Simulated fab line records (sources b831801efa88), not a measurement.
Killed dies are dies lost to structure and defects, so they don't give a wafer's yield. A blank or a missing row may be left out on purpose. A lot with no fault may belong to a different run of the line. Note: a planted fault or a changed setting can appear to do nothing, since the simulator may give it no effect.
Which of the tools did it? ; flow gf180mcu ; 15 lots, 45 wafers sampled, at 4 steps of a route of 602

## WHAT THE GAUGES SHOWED, per wafer
The record holds no reading of a measuring or inspecting step that can be judged against a usual standard deviation.

## WHAT TOOL EACH LOT RAN ON (gives the tool, then ch and the chambers of the sampled wafers, and finally the start)
lot;GF_V2_SPUTTER_21;GF_M4_SPUTTER_01;GF_V4_DEVELOP_13;GF_MIM_SPUTTER_00
L636;pvd-sputter-03, day 20 10:19;pvd-sputter-04, day 22 13:05;litho-track-02 ch 0, day 24 11:37;pvd-sputter-03, day 24 13:18
L637;pvd-sputter-04, day 20 23:44;pvd-sputter-02, day 23 03:07;litho-track-02 ch 0, day 25 00:55;pvd-sputter-04, day 25 02:34
L638;pvd-sputter-02, day 21 04:13;pvd-sputter-04, day 23 06:36;litho-track-02 ch 0, day 25 04:52;pvd-sputter-03, day 25 06:38
L640;pvd-sputter-02, day 22 00:36;pvd-sputter-02, day 24 01:23;litho-track-04 ch 0, day 25 22:44;pvd-sputter-03, day 26 00:44
L641;pvd-sputter-03, day 22 06:53;pvd-sputter-01, day 24 08:54;litho-track-04 ch 0, day 26 05:47;pvd-sputter-03, day 26 07:26
L643;pvd-sputter-03, day 23 10:34;pvd-sputter-04, day 25 10:53;litho-track-01 ch 0, day 27 05:27;pvd-sputter-01, day 27 07:07
L645;pvd-sputter-02, day 24 00:15;pvd-sputter-02, day 25 22:58;litho-track-04 ch 0, day 27 17:25;pvd-sputter-03, day 27 19:02
L652;pvd-sputter-03, day 26 04:01;pvd-sputter-04, day 28 01:07;litho-track-01, day 29 17:38;-
L653;pvd-sputter-02, day 26 07:47;pvd-sputter-04, day 28 04:19;litho-track-02, day 29 19:34;-
L654;pvd-sputter-02, day 27 02:07;pvd-sputter-01, day 28 21:25;litho-track-01, day 30 12:56;-
L655;pvd-sputter-04, day 27 02:29;pvd-sputter-01, day 28 22:26;litho-track-02 ch 0, day 30 13:50;pvd-sputter-03, day 30 15:30
L656;pvd-sputter-02, day 27 07:38;pvd-sputter-04, day 29 02:22;litho-track-02 ch 0, day 30 16:19;pvd-sputter-03, day 30 17:56
L658;pvd-sputter-04, day 27 19:45;pvd-sputter-02, day 29 13:31;litho-track-01 ch 0, day 31 04:05;pvd-sputter-03, day 31 05:53
L657;pvd-sputter-02, day 27 23:38;pvd-sputter-01, day 29 17:32;litho-track-01 ch 0, day 31 06:51;pvd-sputter-04, day 31 08:29
L659;pvd-sputter-02, day 28 05:24;pvd-sputter-04, day 29 22:58;litho-track-01 ch 0, day 31 12:38;pvd-sputter-01, day 31 14:17
- GF_V2_SPUTTER_21: material Ti, target thk 15 nm, time 80.02 s.
- GF_M4_SPUTTER_01: material TiN, target thk 30 nm, time 25 s.
- GF_V4_DEVELOP_13: develop time 60 s.
- GF_MIM_SPUTTER_00: material Ti, target thk 37.5 nm, time 150 s.

## AS READ BY THE TOOLS THEMSELVES (means over the sampled wafers that have a number; for cases with no such wafer, the mark the record gives instead)
GF_V2_SPUTTER_21.
lot;tool;cathode-dc-power-W (W);throttle-valve-pct (%)
L636;pvd-sputter-03;2500.1;29.5
L637;pvd-sputter-04;2499.8;29.4
L638;pvd-sputter-02;2500.0;31.0
L640;pvd-sputter-02;2500.1;31.7
L641;pvd-sputter-03;2500.2;30.0
L643;pvd-sputter-03;2499.7;29.9
L645;pvd-sputter-02;2500.3;32.4
L652;pvd-sputter-03;2499.7;29.8
L653;pvd-sputter-02;2500.2;31.1
L654;pvd-sputter-02;2499.8;31.0
L655;pvd-sputter-04;2500.5;29.6
L656;pvd-sputter-02;2499.9;30.8
L658;pvd-sputter-04;2500.4;29.9
L657;pvd-sputter-02;2499.8;31.5
L659;pvd-sputter-02;2499.5;32.4

GF_M4_SPUTTER_01.
lot;tool;cathode-dc-power-W (W);throttle-valve-pct (%)
L636;pvd-sputter-04;6500.5;30.0
L637;pvd-sputter-02;6500.0;30.9
L638;pvd-sputter-04;6498.8;30.4
L640;pvd-sputter-02;6499.6;30.9
L641;pvd-sputter-01;6500.1;29.9
L643;pvd-sputter-04;6500.2;29.9
L645;pvd-sputter-02;6499.8;31.7
L652;pvd-sputter-04;6500.9;29.7
L653;pvd-sputter-04;6500.6;29.8
L654;pvd-sputter-01;6499.9;29.5
L655;pvd-sputter-01;6501.2;29.3
L656;pvd-sputter-04;6499.5;29.9
L658;pvd-sputter-02;6499.9;31.2
L657;pvd-sputter-01;6500.5;29.4
L659;pvd-sputter-04;6500.5;29.5

GF_V4_DEVELOP_13.
lot;tool;chill-plate-temp-C (C)
L636;litho-track-02;23.04
L637;litho-track-02;23.08
L638;litho-track-02;22.94
L640;litho-track-04;22.93
L641;litho-track-04;22.85
L643;litho-track-01;23.04
L645;litho-track-04;22.97
L652;litho-track-01;-
L653;litho-track-02;-
L654;litho-track-01;-
L655;litho-track-02;23.11
L656;litho-track-02;22.99
L658;litho-track-01;23.02
L657;litho-track-01;22.98
L659;litho-track-01;22.98

GF_MIM_SPUTTER_00.
lot;tool;cathode-dc-power-W (W);throttle-valve-pct (%)
L636;pvd-sputter-03;4000.5;29.4
L637;pvd-sputter-04;4000.6;29.6
L638;pvd-sputter-03;3999.5;29.5
L640;pvd-sputter-03;3999.8;29.6
L641;pvd-sputter-03;3999.6;29.6
L643;pvd-sputter-01;4000.2;29.9
L645;pvd-sputter-03;4000.2;29.3
L655;pvd-sputter-03;4000.2;29.7
L656;pvd-sputter-03;3999.9;29.4
L658;pvd-sputter-03;3999.4;29.3
L657;pvd-sputter-04;3999.9;30.0
L659;pvd-sputter-01;3999.8;30.2

## THE ANSWER, worked out from the rows above alone
Rule: usual is defined by the lots themselves. The widest of any qualifying gaps counts: lots, ordered by their means at a reading, are off when they make up no more than a third of the lots, leave a main group of 4 or more, and stand apart from it by 3 or more times the standard deviation of that group's means. A main group whose means are all the same, to the digits that the tables above print for the reading, isn't used. Also off: a lot with no number at a reading for which 4 or more lots have one. The other lots that the step has rows for count as sound. First the gauges in route order, then the tools' own readings, where a lot's mean is used as printed above. At the first step where some lot is off, the reading lying furthest off is the one used; lots without a number count as furthest.
Off at GF_V4_DEVELOP_13 (chill-plate-temp-C): L652, L653, L654. Without a number there: L652, L653, L654. The main group has a mean of 22.99 C with a standard deviation of 0.067.
If a tool, at that step or one of the process steps before it, ran each lot that is off and ran no sound lot following the first of them, it fits. No candidate that was tried fits.

## WHAT HAD BEEN PUT IN BY THE SIMULATOR
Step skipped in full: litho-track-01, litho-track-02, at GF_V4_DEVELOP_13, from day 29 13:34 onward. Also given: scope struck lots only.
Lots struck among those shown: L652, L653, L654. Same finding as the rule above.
